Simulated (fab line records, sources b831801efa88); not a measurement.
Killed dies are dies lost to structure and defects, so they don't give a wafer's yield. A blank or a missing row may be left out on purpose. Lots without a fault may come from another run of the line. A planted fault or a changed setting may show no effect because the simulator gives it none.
Which tool did it? | flow gf180mcu | 12 lots, 36 wafers sampled, at 4 steps of a route of 602

WHAT THE GAUGES READ, wafer by wafer
GF_VT_IMPLANT_OVL_MEAS_18.
lot  | measured     | on         | VT_IMPLANT_01_OVL (nm)
L684 | day 6 11:58  | overlay-01 | 0.2 -1.0 1.0
L685 | day 6 18:35  | overlay-01 | -0.9 -0.2 -1.2
L686 | day 7 00:19  | overlay-01 | 2.9 0.6 1.4
L688 | day 7 11:50  | overlay-01 | 0.9 1.0 2.7
L690 | day 7 22:53  | overlay-02 | -1.3 1.1 0.6
L697 | day 9 17:08  | overlay-02 | 0.9 1.4 2.7
L699 | day 10 06:58 | overlay-01 | -1.1 -0.2 -1.9
L701 | day 10 21:39 | overlay-02 | 0.9 0.3 2.7
L703 | day 11 11:04 | overlay-02 | -0.6 1.7 0.9
L704 | day 12 00:53 | overlay-01 | -1.0 0.0 1.2
L706 | day 12 09:34 | overlay-01 | -1.3 -2.6 -2.2
L705 | day 12 10:09 | overlay-02 | 0.7 -2.1 -1.2

GF_VT_IMPLANT_OVL_MEAS_29.
lot  | measured     | on         | VT_IMPLANT_02_OVL (nm)
L684 | day 7 02:18  | overlay-02 | -2.3 -1.1 -1.8
L685 | day 7 09:00  | overlay-01 | -5.1 -1.9 -3.7
L686 | day 7 15:51  | overlay-01 | -1.6 -1.9 -1.7
L688 | day 8 02:41  | overlay-02 | 0.0 -2.0 -2.4
L690 | day 8 14:28  | overlay-02 | -3.4 -1.7 -3.3
L697 | day 10 10:04 | overlay-02 | -1.1 -3.2 -1.3
L699 | day 11 00:59 | overlay-01 | -2.3 -2.0 -2.5
L701 | day 11 16:15 | overlay-02 | -0.5 -0.5 -0.5
L703 | day 12 05:40 | overlay-02 | -2.2 -2.5 -1.8
L704 | day 12 20:34 | overlay-01 | -3.9 -2.4 -2.3
L706 | day 13 05:04 | overlay-02 | -1.8 -2.0 -0.9
L705 | day 13 06:00 | overlay-01 | 0.4 -0.6 1.0

GF_HV_LDD_CD_MEAS_46: target cd 400 nm.
lot  | measured     | on        | cd_nm (nm)
L684 | day 12 17:26 | cd_sem-01 | 396.9 398.7 398.1
L685 | day 13 00:50 | cd_sem-01 | 397.3 396.7 398.8
L686 | day 13 08:27 | cd_sem-02 | 400.4 398.6 400.1
L688 | day 13 19:02 | cd_sem-02 | 398.4 399.4 399.1
L690 | day 14 13:17 | cd_sem-01 | 418.8 417.2 400.3
L697 | day 16 20:23 | cd_sem-02 | 399.1 397.7 396.9
L699 | day 17 09:30 | cd_sem-02 | 400.5 399.8 400.9
L701 | day 18 06:15 | cd_sem-02 | 401.0 401.6 399.7
L703 | day 19 01:39 | cd_sem-01 | 403.0 399.9 398.7
L704 | day 19 17:27 | cd_sem-02 | 400.7 399.2 400.0
L706 | day 20 02:19 | cd_sem-02 | 398.6 400.5 400.6
L705 | day 20 06:13 | cd_sem-01 | 400.9 397.8 401.7

WHICH TOOL RAN EACH LOT (tool, then ch and the chambers of the sampled wafers, then the start)
lot  | GF_HV_LDD_COAT_41
L684 | litho_track-01 ch 0, day 12 07:42
L685 | litho_track-04 ch 0, day 12 14:44
L686 | litho_track-01 ch 0, day 12 22:33
L688 | litho_track-03 ch 0, day 13 08:44
L690 | litho_track-04 ch 0, day 14 02:44
L697 | litho_track-01 ch 0, day 16 08:54
L699 | litho_track-04 ch 0, day 16 22:04
L701 | litho_track-01 ch 0, day 17 18:33
L703 | litho_track-03 ch 0, day 18 13:13
L704 | litho_track-03 ch 0, day 19 04:58
L706 | litho_track-04 ch 0, day 19 13:44
L705 | litho_track-04 ch 0, day 19 18:17
- GF_HV_LDD_COAT_41: resist thk 1000 nm.

WHAT THE TOOLS THEMSELVES READ (means of the sampled wafers that have a number; where no wafer has one, the mark that the record gives instead)
The record holds no such reading with a usual standard deviation.

THE ANSWER, worked out from the rows above alone
Rule: what is usual is taken from the lots themselves. Put in order of their means at a reading, lots are off if they are a third of the lots or fewer, leave a main group of 4 or more, and stand apart from it by a gap of 3 or more times the standard deviation of the main group's means; of several such gaps the widest counts. A main group whose means are all the same, to the digits that the tables above print for the reading, isn't used. A lot without any number at a reading at which 4 lots or more have one is off too. The other lots that the step has rows for count as sound. The gauges are gone through in route order, then the tools' own readings, and for those a lot's mean is taken as printed above. The first step at which some lot is off is used, and at that step the reading that is off furthest; a lot without a number counts as furthest.
Off: L690, at GF_HV_LDD_CD_MEAS_46 (cd_nm). The main group: mean 399.4 nm, standard deviation 1.1.
A tool fits if, at a process step before that reading, it ran every lot that is off, and no sound lot after the first of them. The gauges at GF_HV_LDD_CD_MEAS_46 are tried like those tools. None of those tried fits.

WHAT THE SIMULATOR HAD PUT IN
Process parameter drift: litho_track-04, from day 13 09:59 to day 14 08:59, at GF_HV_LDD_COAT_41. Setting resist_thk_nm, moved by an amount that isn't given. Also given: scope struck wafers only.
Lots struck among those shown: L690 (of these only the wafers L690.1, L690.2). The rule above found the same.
